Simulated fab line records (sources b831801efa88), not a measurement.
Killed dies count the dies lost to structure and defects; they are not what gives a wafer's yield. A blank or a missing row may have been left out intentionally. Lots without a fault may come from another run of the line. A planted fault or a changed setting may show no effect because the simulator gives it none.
Struck lot and sound lot, side by side + flow sfq line + 19 steps out of a route of 325
Sound: the wafers L385.1, L385.3, L385.5. Wafers struck: L379.1, L379.3, L379.5. The cause is given at the end.
Order at every step that has rows: each side's tool, ch and its chambers, its first start. Under that, the readings that differ: sound wafers + struck wafers + difference of the means + sigmas: that difference in standard deviations of wafers without a fault.
alike: readings with means less than 2 such deviations apart, plus words and numbers identical on both sides. not compared: withheld readings, readings lacking a value on some wafer, bounds such as >300 that could conceal the same value, and numbers that have no deviation in the record and whose values overlap.
A row with sigmas, a row that says differs or no value, or rows on one side alone: a step with any of these is where the two part. Numbers that don't overlap but have no deviation are shown without sigmas and don't part them. A reading that every wafer of one side lacks parts them only if that side has two wafers or more.

SFQ_M4_OVL_MEAS_926:
  sound on overlay-01 at day 61 14:40; struck on overlay-01 at day 56 14:43
  alike: M4_OVL
SFQ_TRILAYER_M4_BARC_OPEN_METAL_ETCH_123: etches BARC in O2, target depth 125 nm, time 41.7 s.
  sound on rie metal-01 ch 0,1, day 61 14:43; struck on rie metal-02 ch 1, day 56 14:46
  alike: drypump motor current A, oes product au
  not compared: rf hours counter h
SFQ_TRILAYER_M4_ETCH_METAL_ETCH_096: etches Nb in Cl2/Ar, stops on SiO2, target depth 240 nm, time 120 s.
  sound on rie metal-01 ch 0,1, day 61 14:46; struck on rie metal-02 ch 1, day 56 14:49
  alike: drypump motor current A, oes product au
  not compared: rf hours counter h
SFQ_TRILAYER_M4_STRIP_STRIP_097: strips in O2.
  sound on rie metal-01 ch 0,1, day 61 14:53; struck on rie metal-02 ch 1, day 56 14:56
  alike: drypump motor current A, oes product au
  not compared: rf hours counter h
then, 2 steps without rows for these wafers: SFQ_TRILAYER_M4_STRIP_SOLV_CLEAN_098 (cleans in NMP, time 600 s); SFQ_TRILAYER_I4_DEP_PECVD_099 (deposits SiO2 from SiH4/N2O, time 111.11 s, target thk 500 nm).
SFQ_TRILAYER_I4_CMP_CMP_100: polishes SiO2.
  sound on cmp-02 ch 0,2,3, day 61 16:44; struck on cmp-02 ch 0,1,2, day 57 21:18
  alike: head pressure psi, motor current A, time to endpoint s
SFQ_I4_BOW_MEAS_927:
  sound on film metro-03 at day 61 18:44; struck on film metro-03 at day 58 00:18
| reading     | sound    | struck    | difference | sigmas |
|-------------|----------|-----------|------------|--------|
| I4_BOW (um) | 13 16 24 | -10 -4 -3 | -23        | -2     |
then, 4 steps without rows for these wafers: SFQ_TRILAYER_I4_METRO_MEASURE_101; SFQ_TRILAYER_I4_VIA_LITHO_COAT_108 (resist thk 62 nm); SFQ_TRILAYER_I4_VIA_LITHO_COAT_103 (resist thk 650 nm); SFQ_TRILAYER_I4_VIA_LITHO_SOFTBAKE_107.
-- the record jumps here: 4 days lie between the struck wafers' starts before and after --
SFQ_TRILAYER_I4_VIA_LITHO_EXPOSE_104: exposes mask I4, target cd 700 nm.
  sound on krf scanner-02 ch 0, day 66 20:03; struck on krf scanner-01 ch 0, day 62 03:42
| reading              | sound                | struck               | difference | sigmas |
|----------------------|----------------------|----------------------|------------|--------|
| exposure dose mJ cm2 | 21.273 21.287 21.335 | 20.591 20.575 20.622 | -0.702     | -37    |
  alike: mask, reticle temp C
then, 2 steps without rows for these wafers: SFQ_TRILAYER_I4_VIA_LITHO_PEB_106 (peb time 60 s); SFQ_TRILAYER_I4_VIA_LITHO_DEVELOP_105 (time 60 s).
SFQ_I4_OVL_MEAS_928:
  sound on overlay-02 at day 66 21:33; struck on overlay-01 at day 62 05:12
  alike: I4_OVL
SFQ_TRILAYER_I4_VIA_BARC_OPEN_VIA_ETCH_146: etches BARC in O2, target depth 125 nm, time 41.7 s.
  sound on rie diel-01 ch 0,1, day 66 21:35; struck on rie diel-04 ch 2,3, day 62 05:14
| reading             | sound             | struck            | difference | sigmas |
|---------------------|-------------------|-------------------|------------|--------|
| model.I4.cd nm (nm) | 697.9 700.4 699.9 | 694.5 695.7 695.3 | -4.2       |        |
  alike: drypump motor current A, oes product au
  not compared: rf hours counter h
SFQ_TRILAYER_I4_VIA_ETCH_VIA_ETCH_106: etches SiO2 in CHF3, stops on Nb, target depth 260 nm.
  sound on rie diel-01 ch 0,1, day 66 21:38; struck on rie diel-04 ch 2,3, day 62 05:16
  alike: drypump motor current A, oes product au
  not compared: model.I4.cd nm
SFQ_TRILAYER_I4_VIA_STRIP_STRIP_107: strips in O2.
  sound on rie metal-03 ch 0, day 66 21:44; struck on rie metal-04 ch 0, day 62 05:23
| reading               | sound             | struck            | difference | sigmas |
|-----------------------|-------------------|-------------------|------------|--------|
| oes product au (a.u.) | 1.002 1.000 0.990 | 1.015 1.015 1.019 | +0.019     | +3     |
  alike: drypump motor current A
  not compared: rf hours counter h

## WHERE THEY PART
At SFQ_I4_BOW_MEAS_927 first; at SFQ_TRILAYER_I4_VIA_STRIP_STRIP_107 last (within this record only).

WHY: whatever the simulator had introduced
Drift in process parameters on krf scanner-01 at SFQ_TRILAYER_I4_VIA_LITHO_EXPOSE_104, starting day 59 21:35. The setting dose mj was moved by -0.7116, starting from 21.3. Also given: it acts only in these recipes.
